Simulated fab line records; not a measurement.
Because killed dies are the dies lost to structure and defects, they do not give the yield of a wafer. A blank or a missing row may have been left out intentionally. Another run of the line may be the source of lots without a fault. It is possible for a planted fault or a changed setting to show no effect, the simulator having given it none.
What tool caused it? -- flow sky130 -- 13 lots with 39 wafers sampled at 4 steps, on a route of 708 steps

WHAT EACH GAUGE READ, for each wafer
SKY_SD_P_CD_MEAS_07 targets a cd of 380 nm. Usual: cd nm at 381.0 nm, with a standard deviation of 2.4.
lot,measured,on,cd nm (nm),flag
L774,day 25 04:42,cd sem-02,383.4 383.8 381.9,
L780,day 27 16:43,cd sem-02,384.0 383.2 383.4,
L784,day 29 10:17,cd sem-02,305.9 303.8 305.3,OFF
L785,day 29 13:21,cd sem-01,379.5 379.4 381.5,
L786,day 29 18:41,cd sem-02,383.1 380.2 381.1,
L788,day 30 10:19,cd sem-02,378.2 378.3 379.3,
L789,day 30 18:42,cd sem-01,378.2 377.9 381.0,
L790,day 31 03:06,cd sem-02,375.3 378.7 377.6,
L792,day 31 06:54,cd sem-02,381.8 382.3 382.3,
L793,day 31 21:52,cd sem-01,382.3 385.2 381.9,
L795,day 32 09:37,cd sem-01,379.3 375.9 376.0,
L796,day 32 21:04,cd sem-02,382.4 383.3 381.1,
L797,day 33 06:15,cd sem-02,376.7 376.8 375.8,

SKY_SD_N_OVL_MEAS_08. Usual: SD_N_OVL 1.1 nm, standard deviation 1.4.
lot,measured,on,SD_N_OVL (nm),flag
L774,day 27 14:39,overlay-02,0.5 -1.5 -1.9,
L780,day 30 01:11,overlay-01,2.2 2.1 2.1,
L784,day 31 17:10,overlay-02,0.4 0.4 1.4,
L785,day 31 20:11,overlay-02,1.1 0.8 2.0,
L786,day 32 01:19,overlay-02,-0.2 1.7 -0.6,
L788,day 32 16:41,overlay-02,1.0 1.9 0.5,
L789,day 33 00:44,overlay-01,2.9 2.9 3.4,
L790,day 33 08:34,overlay-01,1.9 5.5 3.0,
L792,day 33 12:32,overlay-02,2.5 -0.4 0.4,
L793,day 34 02:56,overlay-02,2.3 1.2 -0.4,
L795,day 34 14:35,overlay-01,2.0 -0.4 2.2,
L796,day 35 02:41,overlay-01,3.2 3.2 1.2,
L797,day 35 11:53,overlay-01,-0.2 1.9 2.3,

SKY_LOCAL_INTERCONNECT_CD_MEAS_11 targets a cd of 170 nm. Usual: cd nm at 169.8 nm, with a standard deviation of 1.5.
lot,measured,on,cd nm (nm),flag
L774,day 30 03:21,cd sem-02,170.0 170.3 170.9,
L780,day 32 10:37,cd sem-02,169.1 170.6 169.0,
L784,day 34 01:11,cd sem-02,168.0 167.4 167.3,
L785,day 34 04:21,cd sem-01,169.6 170.8 171.6,
L786,day 34 08:52,cd sem-02,171.0 170.4 170.8,
L788,day 34 23:59,cd sem-02,170.8 172.2 169.9,
L789,day 35 09:05,cd sem-01,174.3 171.6 171.1,
L790,day 35 17:29,cd sem-01,170.6 170.3 171.7,
L792,day 35 20:45,cd sem-02,169.8 170.3 169.7,
L793,day 36 12:17,cd sem-01,172.9 172.6 173.5,
L795,day 36 23:43,cd sem-01,168.6 168.6 168.2,
L796,day 37 10:48,cd sem-01,170.6 169.3 168.3,
L797,day 37 18:49,cd sem-02,169.4 169.7 170.1,

TOOL THAT RAN EACH LOT (tool first, then ch and the chambers of the sampled wafers, then the start)
lot,SKY_SD_P_EXPOSE_04
L774,"iline stepper-02 ch 0, day 24 14:38"
L780,"iline stepper-02 ch 0, day 27 02:40"
L784,"iline stepper-01 ch 0, day 28 20:46"
L785,"iline stepper-01 ch 0, day 28 23:35"
L786,"iline stepper-01 ch 0, day 29 05:23"
L788,"iline stepper-01 ch 0, day 29 20:31"
L789,"iline stepper-01 ch 0, day 30 05:37"
L790,"iline stepper-01 ch 0, day 30 14:00"
L792,"iline stepper-02 ch 0, day 30 17:11"
L793,"iline stepper-02 ch 0, day 31 09:10"
L795,"iline stepper-01 ch 0, day 31 20:31"
L796,"iline stepper-02 ch 0, day 32 08:14"
L797,"iline stepper-01 ch 0, day 32 17:35"
- SKY_SD_P_EXPOSE_04: exposes mask PSDM, target cd 380 nm.

WHAT THE TOOLS THEMSELVES READ (means of the sampled wafers that have a number; where no wafer has one, the mark that the record gives instead)
The record holds no such reading with a usual standard deviation.

THE ANSWER, worked out from the rows above alone
Rule: a lot is off if the mean of its wafers that have a number lies more than 3 standard deviations from the usual mean. Also off: a lot with no number at a reading for which 4 or more lots have one. Any other lot the step has rows for is counted as sound. Order of review: gauges by route order, followed by the tools' own readings, for which a lot's mean as printed above is used. The first step at which some lot is off is used, and at that step the reading that is off furthest; a lot without a number counts as furthest.
Off: L784 (SKY_SD_P_CD_MEAS_07, cd nm).
If a tool, at a process step before that reading, ran all the lots that are off and no sound lot after the first of them, it fits. Those tools and the gauges at SKY_SD_P_CD_MEAS_07 are tried in the same way. None of those tried fits.

WHAT WAS PUT IN BY THE SIMULATOR
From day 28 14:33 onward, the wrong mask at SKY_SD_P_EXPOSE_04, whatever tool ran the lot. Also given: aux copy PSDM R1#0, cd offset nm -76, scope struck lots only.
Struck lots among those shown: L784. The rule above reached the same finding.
